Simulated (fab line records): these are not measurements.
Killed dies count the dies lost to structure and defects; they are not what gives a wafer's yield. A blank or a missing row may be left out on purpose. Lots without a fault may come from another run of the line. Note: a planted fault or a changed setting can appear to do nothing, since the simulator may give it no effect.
fab line records	flow sky130
record: lots: 11	wafers: 33	lastDay: 50
route steps=708 shown METAL2@500 VIA2@508 PAD_OPEN@708
lots that met no fault: from a run of the same line without faults
startH: the number of hours between the record's first day and the start of the first shown wafer of the lot	waitH: hours since the lot's step before	" unchanged from the row above	L1.1+2: a single row standing in for several wafers	- no value, or no start was given	* or withheld: withheld	< > ~ a bound
route shown NAME@n: NAME is a module with steps in the file, n the number in the route of the first one	usual: mean and standard deviation over wafers with no fault	same: alike in all rows	chamber/n: place in a boat	sites: the reading at each site	_std_site: standard deviation across them	_edge_site: outer sites' mean less inner sites'	radiusMm: how far each site lies from the wafer's centre	mask NAME#n: copy n	behind: the tool/chamber that last shaped the wafer	hold: the reason the lot was held/the length of the hold in hours/how it ended	device: whichever transistor did not switch (one of n, p or np)	end of line: tests of these same wafers at the route's end	for a step that has no rows: nothing shown but its recipe	killed: at the first sort, the dies lost to defects and structure; wafer yield is something else	map: a wafer's dies, x killed, . not, _ none there
set.NAME: the setting as run; set.NAME@STEP: as run at that earlier step	model.NAME: the simulator's own value behind a step, which no gauge read
route steps across a sampled set of lots; one table per step, one row per wafer
services: the hour from which a tool's chamber was out of use, counted from the record's first day as startH (under 0 if before that day), plus the number of hours and why
== steps ==
step: SKY_METAL2_DESCUM_17
recipe: chemistry: O2	sourcePowerW: 150	biasPowerW: 0	pressureMtorr: 10	tempC: 40	timeS: 8
usual: drypumpMotorCurrentA: 5.50/0.27	heBacksideLeakSccm: 3.3/0.3	oesProductAu: 1.003/0.012	rfFwdPowerW: 147.1/0.65
lot.wafer	tool	chamber	startH	waitH	drypumpMotorCurrentA	heBacksideLeakSccm	oesProductAu	rfFwdPowerW	rfHoursCounterH
L230.1	rieMetal-01	0	820.19	0.0	5.88	3.3	1.013	147.8	14
L230.2	"	1	"	"	5.10	3.3	1.017	145.8	8
L230.6	"	1	"	"	5.10	3.4	1.012	146.6	-
L231.2	rieMetal-03	1	825.24	0.0	5.42	3.5	0.991	146.9	-
L231.3	"	1	"	"	5.42	3.4	0.993	147.1	-
L231.6	"	1	"	"	5.43	3.4	0.985	147.1	-
L232.2	rieMetal-03	1	832.74	0.0	5.41	3.6	0.990	146.8	-
L232.3	"	1	"	"	5.43	3.5	0.995	147.5	-
L232.4	"	1	"	"	5.41	3.6	1.000	147.5	-
L234.1	rieMetal-03	0	851.43	0.0	5.46	3.4	0.993	147.3	0
L234.3	"	0	"	"	5.47	3.3	0.990	147.1	-
L234.5	"	1	"	"	5.41	3.1	0.995	146.9	-
L236.1	rieMetal-01	0	879.49	0.0	5.84	3.3	0.999	147.5	17
L236.3	"	1	"	"	5.10	3.4	1.004	146.9	-
L236.6	"	1	"	"	5.10	3.4	1.001	146.9	-
L246.1	rieMetal-02	0	943.78	0.0	5.51	3.1	1.016	147.7	12
L246.2	"	1	"	"	5.79	2.9	0.998	147.6	1
L246.5	"	1	"	"	5.80	3.1	0.989	147.3	-
L247.1	rieMetal-02	0	947.27	0.0	5.51	3.2	1.016	146.9	13
L247.2	"	1	"	"	5.80	2.8	0.995	146.3	1
L247.5	"	0	"	"	5.51	3.3	1.015	147.8	-
L249.1	rieMetal-02	1	966.43	0.0	5.82	3.0	1.001	146.7	2
L249.2	"	0	"	"	5.49	3.1	1.015	147.5	14
L249.3	"	0	"	"	5.53	3.1	1.026	148.1	-
L251.1	rieMetal-01	1	983.78	0.0	5.08	3.3	1.002	146.4	16
L251.2	"	0	"	"	5.88	3.3	1.002	147.8	3
L251.6	"	1	"	"	5.10	3.2	1.009	146.8	-
L253.3	rieMetal-02	1	998.40	0.0	5.80	2.9	0.996	147.1	-
L253.4	"	0	"	"	5.52	3.1	1.025	146.9	-
L253.5	"	1	"	"	5.79	2.8	0.996	146.6	-
L252.1	rieMetal-01	1	999.62	0.0	5.11	3.2	1.020	146.1	17
L252.3	"	1	"	"	5.11	3.4	1.013	145.8	-
L252.5	"	0	"	"	5.88	3.0	1.000	147.7	-
step: SKY_VIA2_THK_MEAS_01
recipe: reads: SiO2_of_VIA2_HDPCVD_00
usual: VIA2_HDPCVD_THK: 1189/18
lot.wafer	tool	chamber	startH	waitH	VIA2_HDPCVD_THK[nm]
L230.1	filmMetro-01	-	821.12	0.1	1179
L230.2	"	-	"	"	1189
L230.6	"	-	"	"	1176
L231.2	filmMetro-03	-	826.32	0.1	1159
L231.3	"	-	"	"	1171
L231.6	"	-	"	"	1163
L232.2	filmMetro-03	-	833.83	0.1	1209
L232.3	"	-	"	"	1216
L232.4	"	-	"	"	1222
L234.1	filmMetro-01	-	852.34	0.1	1186
L234.3	"	-	"	"	1176
L234.5	"	-	"	"	1180
L236.1	filmMetro-02	-	880.43	0.1	1172
L236.3	"	-	"	"	1164
L236.6	"	-	"	"	1169
L246.1	filmMetro-01	-	944.72	0.1	1192
L246.2	"	-	"	"	1191
L246.5	"	-	"	"	1202
L247.1	filmMetro-01	-	948.18	0.1	1206
L247.2	"	-	"	"	1208
L247.5	"	-	"	"	1195
L249.1	filmMetro-03	-	967.33	0.1	1193
L249.2	"	-	"	"	1173
L249.3	"	-	"	"	1194
L251.1	filmMetro-02	-	984.68	0.1	1193
L251.2	"	-	"	"	1179
L251.6	"	-	"	"	1181
L253.3	filmMetro-03	-	999.65	0.1	1199
L253.4	"	-	"	"	1211
L253.5	"	-	"	"	1193
L252.1	filmMetro-01	-	1000.58	0.1	1187
L252.3	"	-	"	"	1191
L252.5	"	-	"	"	1206
step: SKY_VIA2_ETCH_14
recipe: chemistry: N2/H2	target: BARC	ionEnergyEv: 200	sourceW: 500	biasW: 100	pressureMtorr: 30	n2FlowSccm: 100	h2FlowSccm: 200	stopOn: SiO2	timeS: 45.9	targetDepthA: 600
usual: drypumpMotorCurrentA: 5.8/0.47	h2FlowSccm: 199.9/0.62	oesProductAu: 0.855/0.0044	rfFwdPowerW: 494.5/2.4	throttleValvePct: 13.225/0.009
lot.wafer	tool	chamber	startH	waitH	drypumpMotorCurrentA	h2FlowSccm	oesProductAu	rfFwdPowerW	rfHoursCounterH	throttleValvePct
L230.1	rieDiel-04	2	847.72	0.0	5.4	199.6	0.851	497.6	1	13.230
L230.2	"	1	"	"	6.1	200.1	0.858	497.4	7	13.226
L230.6	"	3	"	"	6.1	199.9	0.860	491.7	-	13.239
L231.2	rieDiel-04	0	852.47	0.0	5.5	199.1	0.851	494.3	11	13.203
L231.3	"	1	"	"	6.2	199.5	0.853	501.3	7	13.236
L231.6	"	0	"	"	5.5	200.0	0.859	492.4	-	13.216
L232.2	rieDiel-04	0	861.07	0.0	5.6	200.1	0.847	492.2	12	13.228
L232.3	"	2	"	"	5.3	200.3	0.849	497.1	2	13.225
L232.4	"	3	"	"	6.1	200.3	0.853	491.0	-	13.225
L234.1	rieDiel-04	2	879.88	0.0	5.4	199.2	0.851	496.4	2	13.231
L234.3	"	1	"	"	6.2	200.6	0.847	497.8	8	13.235
L234.5	"	1	"	"	6.2	200.1	0.861	496.9	-	13.219
L236.1	rieDiel-04	1	906.82	0.0	6.2	199.1	0.857	498.8	9	13.223
L236.3	"	3	"	"	6.1	200.1	0.854	490.7	16	13.209
L236.6	"	1	"	"	6.2	200.0	0.848	499.5	-	13.220
L246.1	rieDiel-04	3	969.57	0.0	6.1	199.7	0.857	492.7	17	13.243
L246.2	"	2	"	"	5.4	200.1	0.854	577.8	5	13.215
L246.5	"	3	"	"	6.1	199.3	0.857	491.7	-	13.209
L247.1	rieDiel-03	0	973.18	0.0	5.6	198.3	0.853	492.8	16	13.224
L247.2	"	2	"	"	4.8	200.7	0.862	497.7	20	13.224
L247.5	"	0	"	"	5.5	198.1	0.858	492.5	-	13.231
L249.1	rieDiel-01	1	991.52	0.0	5.7	198.9	0.856	497.0	11	13.231
L249.2	"	3	"	"	5.4	200.2	0.861	494.9	17	13.200
L249.3	"	2	"	"	6.6	199.7	0.852	496.9	3	13.232
L251.1	rieDiel-03	3	1008.98	0.0	6.5	200.1	0.854	490.7	2	13.215
L251.2	"	0	"	"	5.6	199.3	0.857	494.4	18	13.224
L251.6	"	1	"	"	5.6	199.8	0.856	495.3	-	13.219
L253.3	rieDiel-01	3	1023.02	0.0	5.4	199.9	0.855	493.2	18	13.233
L253.4	"	0	"	"	6.4	200.1	0.858	494.3	5	13.233
L253.5	"	1	"	"	5.7	200.1	0.858	494.4	-	13.213
L252.1	rieDiel-03	2	1023.97	0.0	4.8	199.2	0.856	496.7	22	13.233
L252.3	"	1	"	"	5.7	200.1	0.859	493.3	14	13.219
L252.5	"	0	"	"	5.5	199.8	0.853	494.8	-	13.228
step: SKY_VIA2_THK_MEAS_23
recipe: thkMeasGauge: xrf	reads: W_of_VIA2_CVD_21
usual: VIA2_W_THK: 427/6
lot.wafer	tool	chamber	startH	waitH	VIA2_W_THK[nm]
L230.1	filmMetro-01	-	848.74	0.1	425
L230.2	"	-	"	"	434
L230.6	"	-	"	"	427
L231.2	filmMetro-03	-	853.53	0.1	414
L231.3	"	-	"	"	419
L231.6	"	-	"	"	417
L232.2	filmMetro-01	-	862.09	0.1	440
L232.3	"	-	"	"	434
L232.4	"	-	"	"	436
L234.1	filmMetro-03	-	881.02	0.1	438
L234.3	"	-	"	"	439
L234.5	"	-	"	"	437
L236.1	filmMetro-02	-	907.83	0.1	428
L236.3	"	-	"	"	425
L236.6	"	-	"	"	431
L246.1	filmMetro-02	-	970.58	0.1	424
L246.2	"	-	"	"	426
L246.5	"	-	"	"	418
L247.1	filmMetro-02	-	974.19	0.1	423
L247.2	"	-	"	"	426
L247.5	"	-	"	"	424
L249.1	filmMetro-01	-	992.57	0.1	430
L249.2	"	-	"	"	429
L249.3	"	-	"	"	432
L251.1	filmMetro-03	-	1009.99	0.1	429
L251.2	"	-	"	"	436
L251.6	"	-	"	"	427
L253.3	filmMetro-03	-	1024.06	0.1	415
L253.4	"	-	"	"	426
L253.5	"	-	"	"	431
L252.1	filmMetro-01	-	1024.99	0.1	430
L252.3	"	-	"	"	431
L252.5	"	-	"	"	429
step: SKY_PAD_OPEN_PROBE_99
usual: defectLimitedYield: 82.5/1.9	killed_at_M0_to_M3: 42/6.9	killed_at_M4_up: 3.2/1.7	killedAtContacts: 25/5.1	killedAtFrontEnd: 15/4.5	killedAtOther: 0.4/0.63	killedDies: 86/9.3	killedOnRim: 17/3.9	killedOpen: 46/7	killedShort: 39/6.9	sort_bin_3_pad_short: 0.9/0.45	sort_bin_5_function: 10.4/1.5	sort_bin_6_memory: 6.3/1.1	sortNPass: 406/9.3	sortYieldPct: 82.5/1.9
same: grossDies: 492	killedAtBackSide: 0	sort_bin_4_leakage[%]: 0	sort_bin_8_speed[%]: 0
lot.wafer	tool	chamber	startH	waitH	defectLimitedYield[%]	killed_at_M0_to_M3	killed_at_M4_up	killedAtContacts	killedAtFrontEnd	killedAtOther	killedDies	killedOnRim	killedOpen	killedShort	sort_bin_3_pad_short[%]	sort_bin_5_function[%]	sort_bin_6_memory[%]	sortNPass	sortYieldPct[%]
L231.2	prober-02	-	1079.73	0.1	83.3	35	2	32	13	0	82	8	51	29	0.4	10.2	6.1	410	83.3
L231.3	prober-02	-	1079.78	0.2	81.3	47	4	31	9	1	92	18	46	46	1.6	10.4	6.7	400	81.3
L231.6	prober-02	-	1079.93	0.2	82.9	42	3	25	14	0	84	17	53	29	0.2	12.0	4.9	408	82.9
L234.1	prober-01	-	1102.98	0.1	84.3	34	2	23	17	1	77	22	36	40	1.6	9.8	4.3	415	84.3
L234.3	prober-01	-	1103.08	0.2	83.5	35	6	20	19	1	81	11	45	35	0.4	8.7	7.3	411	83.5
L234.5	prober-01	-	1103.18	0.2	84.3	37	4	22	13	1	77	21	38	39	0.8	8.9	5.9	415	84.3
L246.1	prober-02	-	1171.72	0.1	80.7	59	2	18	15	1	95	23	49	46	1.0	10.0	8.3	397	80.7
L246.2	prober-02	-	1171.77	0.1	81.3	43	4	28	16	1	92	16	45	47	1.0	13.2	4.5	400	81.3
L246.5	prober-02	-	1171.92	0.2	83.9	37	2	27	13	0	79	16	44	34	0.8	9.6	5.7	413	83.9
L253.3	prober-02	-	1207.09	0.2	82.1	44	3	28	12	1	88	23	53	35	0.2	11.4	6.3	404	82.1
L253.4	prober-02	-	1207.14	0.2	82.3	49	2	24	12	0	87	15	46	41	1.8	9.8	6.1	405	82.3
L253.5	prober-02	-	1207.19	0.2	86.0	35	4	17	13	0	69	15	43	26	0.8	8.9	4.3	423	86.0
L252.1	prober-01	-	1208.03	0.1	82.1	41	0	30	17	0	88	18	43	45	1.2	9.1	7.5	404	82.1
L252.3	prober-01	-	1208.13	0.2	79.3	59	2	23	17	1	102	24	54	48	1.0	12.4	7.3	390	79.3
L252.5	prober-01	-	1208.23	0.2	85.8	37	1	19	13	0	70	14	41	29	0.4	8.7	5.1	422	85.8
killed by level:class
L231.2 LI_CONTACT:geometricParticle:open=12 CONTACT:geometricParticle:open=12 VIA1:geometricParticle:open=11 VIA1:geometricParticle:short=6 VIA3:geometricParticle:open=5 CONTACT:geometricParticle:short=4 METAL2:geometricParticle:short=3 VIA2:geometricParticle:open=3
L231.3 CONTACT:geometricParticle:open=11 VIA1:geometricParticle:open=11 LI_CONTACT:geometricParticle:open=10 VIA3:geometricParticle:short=8 METAL1:geometricParticle:short=7 METAL2:geometricParticle:short=6 CONTACT:geometricParticle:short=5 VIA3:geometricParticle:open=5
L231.6 CONTACT:geometricParticle:open=11 LI_CONTACT:geometricParticle:open=8 VIA1:geometricParticle:open=8 VIA3:geometricParticle:open=6 METAL1:geometricParticle:short=6 METAL2:geometricParticle:short=5 FIELD_ISO:geometricParticle:open=4 VIA1:geometricParticle:short=4
L234.1 VIA2:geometricParticle:open=7 LI_CONTACT:geometricParticle:open=7 CONTACT:geometricParticle:open=7 METAL1:geometricParticle:short=6 METAL2:geometricParticle:short=6 FIELD_ISO:geometricParticle:short=5 POLY_GATE:geometricParticle:short=5 VIA1:geometricParticle:open=5
L234.3 VIA3:geometricParticle:open=11 FIELD_ISO:geometricParticle:open=8 VIA1:geometricParticle:open=7 LI_CONTACT:geometricParticle:open=5 LI_CONTACT:geometricParticle:short=4 CONTACT:geometricParticle:open=4 METAL1:geometricParticle:short=4 VIA1:geometricParticle:short=4
L234.5 POLY_GATE:geometricParticle:short=7 LI_CONTACT:geometricParticle:open=7 VIA2:geometricParticle:open=7 VIA1:geometricParticle:open=7 CONTACT:geometricParticle:open=6 VIA3:geometricParticle:short=5 METAL2:geometricParticle:short=5 VIA3:geometricParticle:open=5
L246.1 VIA1:geometricParticle:open=18 VIA3:geometricParticle:open=8 METAL2:geometricParticle:short=7 METAL1:geometricParticle:short=7 CONTACT:geometricParticle:open=6 LOCAL_INTERCONNECT:geometricParticle:short=5 VIA1:geometricParticle:short=5 FIELD_ISO:geometricParticle:short=4
L246.2 CONTACT:geometricParticle:open=9 VIA1:geometricParticle:open=8 FIELD_ISO:geometricParticle:short=6 VIA2:geometricParticle:open=6 VIA3:geometricParticle:open=6 POLY_GATE:geometricParticle:short=5 LI_CONTACT:geometricParticle:open=5 CONTACT:geometricParticle:short=5
L246.5 CONTACT:geometricParticle:open=16 VIA1:geometricParticle:open=10 METAL2:geometricParticle:short=9 METAL1:geometricParticle:short=6 CONTACT:geometricParticle:short=4 POLY_GATE:geometricParticle:open=4 LOCAL_INTERCONNECT:geometricParticle:short=4 SONOS_ONO:geometricParticle:open=3
L253.3 VIA1:geometricParticle:open=13 CONTACT:geometricParticle:open=11 CONTACT:geometricParticle:short=8 VIA3:geometricParticle:open=7 VIA1:geometricParticle:short=6 METAL2:geometricParticle:short=6 VIA2:geometricParticle:open=6 LI_CONTACT:geometricParticle:open=5
L253.4 VIA1:geometricParticle:open=11 CONTACT:geometricParticle:short=8 VIA3:geometricParticle:open=8 CONTACT:geometricParticle:open=7 METAL2:geometricParticle:short=7 METAL1:geometricParticle:short=7 FIELD_ISO:geometricParticle:open=5 LI_CONTACT:geometricParticle:open=5
L253.5 VIA1:geometricParticle:open=9 CONTACT:geometricParticle:open=7 VIA2:geometricParticle:open=7 VIA3:geometricParticle:short=6 POLY_GATE:geometricParticle:open=5 VIA3:geometricParticle:open=4 LI_CONTACT:geometricParticle:open=3 LOCAL_INTERCONNECT:geometricParticle:short=3
L252.1 CONTACT:geometricParticle:open=12 VIA1:geometricParticle:open=9 LI_CONTACT:geometricParticle:open=8 METAL1:geometricParticle:short=8 LOCAL_INTERCONNECT:geometricParticle:short=5 VIA2:geometricParticle:open=5 VIA3:geometricParticle:short=5 FIELD_ISO:geometricParticle:short=4
L252.3 VIA1:geometricParticle:open=16 METAL1:geometricParticle:short=12 VIA3:geometricParticle:open=8 CONTACT:geometricParticle:short=7 CONTACT:geometricParticle:open=6 FIELD_ISO:geometricParticle:open=5 POLY_GATE:geometricParticle:open=5 LI_CONTACT:geometricParticle:open=5
L252.5 VIA1:geometricParticle:open=9 CONTACT:geometricParticle:open=6 VIA2:geometricParticle:open=6 VIA3:geometricParticle:open=6 METAL2:geometricParticle:short=5 FIELD_ISO:geometricParticle:short=4 POLY_GATE:geometricParticle:short=4 LI_CONTACT:geometricParticle:open=4
== services ==
tool	chamber	startH	hours	kind
rieMetal-03	0	812.04	-	clean
rieMetal-03	0	812.04	32.1	scheduledDown
rieMetal-03	0	812.04	32.1	ventCycle
rieMetal-01	-	817.47	0.8	repair
rieMetal-03	-	844.26	0.6	repair
rieDiel-03	1	848.87	39.3	repair
rieDiel-04	-	854.65	0.6	repair
rieDiel-04	1	860.03	1.4	repair
rieMetal-02	-	870.71	1.4	pm
rieDiel-03	3	889.32	7.5	repair
rieMetal-03	1	894.15	19.9	repair
rieDiel-03	3	896.86	-	clean
rieDiel-03	3	896.86	37.8	scheduledDown
rieDiel-03	3	896.86	37.8	ventCycle
rieMetal-02	1	903.24	-	clean
rieMetal-02	1	903.24	13.2	scheduledDown
rieMetal-02	1	903.24	13.2	ventCycle
rieMetal-01	0	909.46	-	clean
rieMetal-01	0	909.46	14.9	scheduledDown
rieMetal-01	0	909.46	14.9	ventCycle
rieDiel-04	3	939.36	9.7	repair
rieMetal-01	0	951.56	3.3	repair
rieDiel-04	3	985.38	8.4	repair
rieMetal-01	0	1017.30	3.6	repair
== key ==
firstSign: step: SKY_VIA2_ETCH_14	reading: rfFwdPowerW	direction: up	sigmas: 34	usual: 494.5	struck: 577.8
effect none on later readings
metAt SKY_VIA2_ETCH_14
struckLots L246
struckWafers L246.2
notActingAt SKY_METAL2_DESCUM_17,SKY_VIA2_THK_MEAS_01,SKY_VIA2_THK_MEAS_23
onsetBetween 879.88 969.57
fault: kind: processParameterDrift	tool: rieDiel-04	chamber: 2	onsetH: 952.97	steps: SKY_VIA2_ETCH_14	channel: sourceW	offset: 80	shape: step	endH: 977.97	actsIn: theseRecipesOnly	stated: 500
